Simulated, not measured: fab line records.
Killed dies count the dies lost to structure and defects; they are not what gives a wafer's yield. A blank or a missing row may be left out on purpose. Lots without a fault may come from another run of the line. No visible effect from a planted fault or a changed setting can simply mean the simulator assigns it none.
A single fault, viewed from 2 desks ; flow gf180mcu ; every desk sees just its own numbers, and what lay behind them comes last

## AT THE METROLOGY DESK
Means of the sampled wafers that have a number, per lot and without regard to the tool the lot ran on: this is what the gauges read. Marked OUT: a lot whose mean sits more than 4 standard deviations from the usual mean, which makes it out of limits; the brackets give that distance.
Columns: A = V5_OVL at GF_V5_OVL_MEAS_15, usual -2 nm; B = PASSIVATION_CVD_02_THK at GF_PASSIVATION_THK_MEAS_03, usual 700 nm
lot;first seen here;A;B
L855;day 27 13:08;-6;694
L856;day 27 23:34;-2;695
L857;day 28 15:25;7;693
L858;day 29 01:37;-3;694
L859;day 29 04:47;-1;696
L860;day 29 07:23;-7;705
L861;day 29 21:50;-6;703
L862;day 30 04:49;5;708
L870;day 32 05:19;-2;704
L871;day 32 08:43;2;689
L872;day 32 16:19;4;691
L877;day 34 03:07;4;712
L878;day 34 06:56;-2;700
Finding of this desk: none of the 13 lots has anything out of limits.

## DESK OF THE TOOL OWNER: cmp-01
The tool's own readings at GF_V2_CMP_26 (polishes, stops on SiO2, t overpolish 15 s, target thk 0 nm): means of the sampled wafers that have a number, for each lot that ran on this tool. Marked OUT: a lot whose mean sits more than 4 standard deviations from the usual mean, which makes it out of limits; the brackets give that distance.
Columns: A = motorCurrentA at GF_V2_CMP_26, usual 10.3 A; B = overpolishRunS at GF_V2_CMP_26, usual 15.000 s; C = retainingRingPressureFrac at GF_V2_CMP_26, usual 1.000; D = timeToEndpointS at GF_V2_CMP_26, usual 88 s
lot;first seen here;A;B;C;D
L855;day 20 12:52;10.2;14.995;0.996;90
L857;day 21 19:46;10.2;14.995;0.998;91
L860;day 22 13:17;10.5;15.007;1.002;88
L861;day 23 07:34;9.8;14.994;1.001;88
L862;day 23 14:38;10.2;15.001;1.000;86
L870;day 26 03:16;10.4;15.001;0.997;90
L871;day 26 07:56;9.9;14.994;0.998;93
Finding of this desk: none of the 7 lots has anything out of limits.

## ALL TOGETHER
At the metrology desk, nothing out of limits was observed.
Nothing out of limits was seen by the tool owner's desk.

## WHAT HAD BEEN PUT IN BY THE SIMULATOR
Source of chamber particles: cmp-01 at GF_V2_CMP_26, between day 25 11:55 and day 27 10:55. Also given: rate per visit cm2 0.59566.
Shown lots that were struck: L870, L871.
